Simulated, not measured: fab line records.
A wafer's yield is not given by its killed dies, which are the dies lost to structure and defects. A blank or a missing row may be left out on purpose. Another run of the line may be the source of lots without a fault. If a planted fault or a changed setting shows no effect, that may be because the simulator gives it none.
Split-lot study	flow gf180mcu	23 wafers read from 5 lots, route of 602 steps

SPLIT DETAILS
At GF_V1_CMP_04 (polishes SiO2), the setting leave_above_ref_nm was moved away from the recipe's 632.5 nm on 5 of the 23 wafers read, by -2.3% to +5.4%. This setting was run at the recipe's value on the other wafers.

No step appears in the file between the split and the reading.

THE READING
oes_product_au, in a.u., at GF_V1_ETCH_17 (etches SiO2 in C4F8/O2/Ar, stops on TiN, target depth 630 nm). A value of 0.856 a.u. with a standard deviation of 0.0043 a.u. is what fault-free wafers of this fab line usually give.

wafer	tool, chamber at the split	leave_above_ref_nm as run, nm	against the recipe	oes_product_au, a.u.	against lot-mates on the recipe
L074.2	cmp-02, 1	632.5	recipe	0.859	-
L074.4	cmp-02, 0	632.5	recipe	0.861	-
L074.6	cmp-02, 3	632.5	recipe	0.850	-
L076.1	cmp-02, 3	632.5	recipe	0.858	-
L076.2	cmp-02, 1	632.5	recipe	0.854	-
L076.3	cmp-02, 0	632.5	recipe	0.863	-
L076.5	cmp-02, 3	632.5	recipe	0.860	-
L076.6	cmp-02, 0	632.5	recipe	0.857	-
L077.1	cmp-01, 2	666.9	+5.4%	0.883	+0.030
L077.3	cmp-01, 3	632.5	recipe	0.858	-
L077.4	cmp-01, 0	666.9	+5.4%	0.879	+0.026
L077.5	cmp-01, 2	666.9	+5.4%	0.887	+0.034
L077.6	cmp-01, 1	632.5	recipe	0.849	-
L081.2	cmp-01, 1,2	632.5	recipe	0.854	-
L081.3	cmp-01, 1,2	632.5	recipe	0.858	-
L081.4	cmp-01, 0	632.5	recipe	0.852	-
L081.5	cmp-01, 0,1	632.5	recipe	0.858	-
L081.6	cmp-01, 0,1	632.5	recipe	0.855	-
L084.1	cmp-02, 2	617.8	-2.3%	0.846	-0.010
L084.2	cmp-02, 3	632.5	recipe	0.850	-
L084.3	cmp-02, 0	632.5	recipe	0.855	-
L084.4	cmp-02, 1	632.5	recipe	0.863	-
L084.5	cmp-02, 0	617.8	-2.3%	0.850	-0.006
Rows listing several chambers each stand for several wafers; the file does not say which wafer went through which chamber.

FIT RESULTS
A straight line over all 23 wafers: oes_product_au changes by +0.00472 a.u. for each +1% of leave_above_ref_nm; r = +0.92; the points scatter about the line by 0.0042 a.u.
The same after taking each lot's own level away (the mean of its wafers on the recipe; 23 wafers): +0.00515 a.u. for each +1%; r = +0.94; scatter 0.004 a.u.
The reading moves by 0.028 a.u. for the largest change in leave_above_ref_nm, on that fit.
Across the lots, their own levels run from 0.8535 to 0.8584 a.u., a range of 1.1 times the standard deviation given above.
Consequently the slope shifts little with the lot-to-lot level, the two slopes agreeing.
Check: with one of the wafers moved furthest among these (+5.4%) left out of the fit, the line predicts +0.0281 a.u. for it against its lot-mates. Against them it came out at +0.0295 a.u.

THE WHOLE CHAIN: every reading that the file lists as answering this split, in the file's order
step	what it does	reading	change (the file's fit)	r (the file's)
GF_V1_CMP_04	polishes SiO2	SiO2_of_V1_CVD_02.thk_nm (the simulator's own value, which no gauge read)	+6.32 nm for each +1% of the setting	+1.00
GF_V1_ETCH_17	etches SiO2 in C4F8/O2/Ar, stops on TiN, target depth 630 nm	oes_product_au	+0.0051 a.u. for each +1% of the setting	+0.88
GF_V1_ETCH_17	etches SiO2 in C4F8/O2/Ar, stops on TiN, target depth 630 nm	V1.feature_depth_nm (the simulator's own value, which no gauge read)	+6.32 nm for each +1% of the setting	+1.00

THE FILE'S OWN FIT
oes_product_au changes by +0.0051 a.u. for each +1% of leave_above_ref_nm, r = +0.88.
